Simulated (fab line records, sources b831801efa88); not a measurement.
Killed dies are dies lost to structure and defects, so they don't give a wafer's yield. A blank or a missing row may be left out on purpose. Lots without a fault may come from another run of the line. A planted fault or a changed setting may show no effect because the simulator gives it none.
A struck lot beside a sound one | flow sky130 | 37 steps out of a route of 708
Sound: wafers L614.3, L614.4, L614.5. Struck: wafers L627.1, L627.4, L627.6. The cause comes at the end.
At each step with rows: each side's tool, then ch and its chambers, then its first start. Under that, the readings that differ: sound wafers | struck wafers | difference of the means | sigmas: that difference in standard deviations of wafers without a fault.
alike: readings whose means differ by less than 2 such deviations, and words and numbers that are the same on both sides. not compared: withheld readings, readings that some wafer has no value for, bounds like >300 that may hide the same value, and numbers for which the record gives no deviation and whose values overlap.
The two part at a step that has a row with sigmas, a row that says differs or no value, or rows on one side only. Numbers that don't overlap but have no deviation are shown without sigmas and don't part them. A reading that every wafer of one side lacks parts them only if that side has two wafers or more.

first, 10 steps without rows for these wafers: SKY_LDD_LDN_SOFTBAKE_03 (time 60 s); SKY_LDD_LDN_EXPOSE_04 (exposes mask LDNTM, target cd 700 nm); SKY_LDD_LDN_PEB_05; SKY_LDD_LDN_DEVELOP_06 (develop time 60 s); SKY_LDD_LDN_IMPLANT_08; SKY_LDD_LDN_IMPLANT_09; SKY_LDD_LDN_IMPLANT_10; SKY_LDD_LDN_IMPLANT_11; SKY_LDD_LDN_STRIP_12 (strips in O2/N2); SKY_LDD_LDN_CLEAN_14 (cleans in SC1/SC2, time 150 s).
SKY_SPACER_CVD_00: deposits Si3N4 from DCS/NH3, target thk 43.1 nm, time 740 s.
  sound on lpcvd-02 ch 0, day 24 18:44; struck on lpcvd-02 ch 0, day 29 04:22
  reading                                  | sound             | struck            | difference | sigmas
  spike_tc_centre_C (C)                    | 768.4 769.4 770.4 | 782.3 783.4 783.4 | +13.6      | +15
  zone_power_centre_pct (%)                | 14.27 14.48 14.79 | 18.37 18.19 18.35 | +3.79      | +21
  zone_power_upper_pct (%)                 | 11.2 11.1 10.9    | 9.6 9.6 9.4       | -1.5       | -4
  model.Si3N4_of_SPACER_CVD_00.thk_nm (nm) | 42.45 42.55 42.41 | 46.75 44.89 43.87 | +2.70      |
SKY_SPACER_THK_MEAS_01:
  sound on film_metro-01, day 24 19:58; struck on film_metro-02, day 29 07:18
  reading                | sound          | struck         | difference | sigmas
  SPACER_CVD_00_THK (nm) | 42.4 42.5 42.4 | 46.7 44.9 43.9 | +2.7       | +6
  not compared: hold
SKY_SPACER_ETCHBACK_02: etches Si3N4 in CH3F/O2, stops on SiO2, time 46.7 s, target depth 45 nm.
  sound on rie_diel-02 ch 0,2, day 24 20:00; struck on rie_diel-02 ch 0,2, day 29 09:09
  reading                  | sound             | struck                                                                     | difference                   | sigmas
  hold                     | - - -             | await_dispo/1.8h/release await_dispo/1.8h/release await_dispo/1.8h/release | no value on the sound wafers |
  oes_product_au (a.u.)    | 0.850 0.857 0.852 | 0.890 0.875 0.859                                                          | +0.022                       | +4
  model.etch.depth_nm (nm) | 42.45 42.55 42.41 | 46.75 44.89 43.87                                                          | +2.70                        |
  alike: drypump_motor_current_A, throttle_valve_pct
  not compared: rf_hours_counter_h
then, 22 steps without rows for these wafers: SKY_POLY_CUT_DEHYDRATE_00 (time 60 s); SKY_POLY_CUT_HMDS_01 (prime time 60 s); SKY_POLY_CUT_COAT_02 (resist thk 60 nm); SKY_POLY_CUT_COAT_03 (resist thk 450 nm); SKY_POLY_CUT_SOFTBAKE_04 (time 90 s); SKY_POLY_CUT_EXPOSE_05 (exposes mask NPCM, target cd 270 nm); SKY_POLY_CUT_PEB_06; SKY_POLY_CUT_DEVELOP_07 (develop time 60 s); SKY_POLY_CUT_ETCH_10 (etches BARC in N2/H2, stops on SiO2, time 45.9 s, target depth 60 nm); SKY_POLY_CUT_ETCH_11 (etches Si3N4 in CF4/CH2F2/Ar, stops on poly-Si, time 42.5 s, target depth 60 nm); SKY_POLY_CUT_STRIP_12 (strips in O2/N2); SKY_SD_P_DEHYDRATE_00 (time 60 s); SKY_SD_P_HMDS_01 (prime time 60 s); SKY_SD_P_COAT_02 (resist thk 1140 nm); SKY_SD_P_SOFTBAKE_03 (time 60 s); SKY_SD_P_EXPOSE_04 (exposes mask PSDM, target cd 380 nm); SKY_SD_P_PEB_05; SKY_SD_P_DEVELOP_06 (develop time 60 s); SKY_SD_P_IMPLANT_09; SKY_SD_P_STRIP_10 (strips in O2/N2); SKY_RES_XHIGH_DEHYDRATE_00 (time 60 s); SKY_RES_XHIGH_HMDS_01 (prime time 60 s).
-- the record jumps here: 4 days lie between the struck wafers' starts before and after (it left off in module RES_XHIGH and takes up again in module SALICIDE, whose first step shown is number 361 of the route) --
SKY_SALICIDE_CLEAN_00: cleans in HF-last, time 30 s.
  sound on wet_bench-02 ch 3, day 29 16:31; struck on wet_bench-01 ch 0, day 33 20:04
  reading                                  | sound             | struck           | difference | sigmas
  model.Si3N4_of_SPACER_CVD_00.thk_nm (nm) | 41.48 41.58 41.44 | 45.78 43.92 42.9 | +2.70      |
-- the record jumps here: 16 days lie between the struck wafers' starts before and after (it left off in module SALICIDE and takes up again in module PAD_OPEN, whose first step shown is number 708 of the route) --
SKY_PAD_OPEN_PROBE_99:
  sound on prober-01, day 46 22:50; struck on prober-02, day 49 21:00
  reading                                  | sound                | struck               | difference | sigmas
  killed_dies                              | 105 98 111           | 80 86 83             | -22        | -2
  killed_open                              | 66 62 66             | 38 42 42             | -24        | -3
  model.etest.pfet_01v8_hvt.off_log10_a_um | -13.01 -13.15 -13.07 | -12.68 -12.94 -12.62 | +0.33      |
  alike: killed_at_M0_to_M3, killed_at_M4_up, killed_at_contacts, killed_at_front_end, killed_at_other, killed_on_rim, killed_short
  not compared: model.etest.pfet_01v8.r_on_ohm_um, model.etest.sonos_uncharged.r_on_ohm_um, model.etest.pfet_01v8.drive_ua_um, model.etest.sram_pfet_latch.drive_ua_um, model.etest.pfet_01v8_hvt.drive_ua_um

WHERE THEY PART
First at SKY_SPACER_CVD_00; last, within this record, at SKY_PAD_OPEN_PROBE_99.

WHY: what the simulator had put in
Process parameter drift: lpcvd-02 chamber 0, from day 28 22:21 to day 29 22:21, at SKY_SPACER_CVD_00. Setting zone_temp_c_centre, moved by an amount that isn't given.
